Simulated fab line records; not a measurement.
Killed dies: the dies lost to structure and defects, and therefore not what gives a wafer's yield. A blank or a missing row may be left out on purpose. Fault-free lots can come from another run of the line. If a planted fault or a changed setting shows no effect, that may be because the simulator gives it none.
The same fault as seen by 2 desks + flow gf180mcu + each desk holds nothing but its own numbers, with what lay behind them at the end

== FOR THE TOOL OWNER'S DESK: plasma asher-02 ==
The tool's own readings at GF_POLY_GATE_STRIP_14 (strips in O2/N2): means of the sampled wafers that have a number, for each lot that ran on this tool. The brackets show how far a lot's mean lies from the usual mean; more than 4 standard deviations puts the lot out of limits, marked OUT.
Columns: A = chamber pressure mTorr at GF_POLY_GATE_STRIP_14, usual 1500.2 mTorr; B = drypump motor current A at GF_POLY_GATE_STRIP_14, usual 5.7 A; C = heater power w at GF_POLY_GATE_STRIP_14, usual 336 W; D = o2 flow sccm at GF_POLY_GATE_STRIP_14, usual 3000 sccm; E = oes product au at GF_POLY_GATE_STRIP_14, usual 0.505 a.u.
| lot  | first seen here | A      | B   | C   | D    | E     |
|------|-----------------|--------|-----|-----|------|-------|
| L711 | day 9 19:32     | 1501.1 | 5.5 | 329 | 3001 | 0.506 |
| L713 | day 10 15:40    | 1500.4 | 5.5 | 330 | 3005 | 0.500 |
| L716 | day 11 06:59    | 1500.9 | 5.5 | 327 | 3007 | 0.502 |
| L717 | day 11 15:25    | 1501.0 | 5.5 | 328 | 3000 | 0.506 |
| L727 | day 14 09:25    | 1500.8 | 5.5 | 331 | 3003 | 0.508 |
| L729 | day 15 00:10    | 1501.1 | 5.6 | 324 | 2991 | 0.504 |
Finding of this desk: none of the 6 lots has anything out of limits.

== AT THE METROLOGY DESK ==
What the gauges read, lot by lot, whatever tool the lot ran on: means of the sampled wafers that have a number. The brackets show how far a lot's mean lies from the usual mean; more than 4 standard deviations puts the lot out of limits, marked OUT.
Columns: A = cd nm at GF_POLY_GATE_CD_MEAS_18, usual 279.6 nm; B = M1_OVL at GF_M1_OVL_MEAS_15, usual 0 nm; C = V2_BOW at GF_V2_BOW_MEAS_05, usual 99 um
| lot  | first seen here | A     | B  | C   |
|------|-----------------|-------|----|-----|
| L710 | day 9 18:50     | 278.4 | 5  | 92  |
| L711 | day 9 21:31     | 276.6 | 2  | 86  |
| L712 | day 10 06:51    | 283.5 | -7 | 95  |
| L713 | day 10 18:04    | 280.3 | 2  | 106 |
| L716 | day 11 08:29    | 280.4 | 5  | 104 |
| L717 | day 11 17:47    | 280.1 | 2  | 103 |
| L718 | day 11 17:55    | 277.5 | -1 | 97  |
| L721 | day 12 17:55    | 282.0 | 1  | 93  |
| L722 | day 13 02:49    | 276.2 | -  | -   |
| L723 | day 13 08:31    | 278.6 | -  | -   |
| L724 | day 13 08:33    | 280.3 | -  | -   |
| L727 | day 14 11:17    | 279.3 | -3 | 94  |
| L729 | day 15 06:15    | 281.3 | 1  | 100 |
| L732 | day 15 18:47    | 275.5 | -7 | 102 |
| L733 | day 16 03:38    | 278.7 | -5 | 94  |
Finding of this desk: none of the 15 lots has anything out of limits.

== TAKEN TOGETHER ==
The desk of the tool owner found nothing out of limits.
The metrology desk saw nothing out of limits.

== WHAT HAD BEEN PUT IN BY THE SIMULATOR ==
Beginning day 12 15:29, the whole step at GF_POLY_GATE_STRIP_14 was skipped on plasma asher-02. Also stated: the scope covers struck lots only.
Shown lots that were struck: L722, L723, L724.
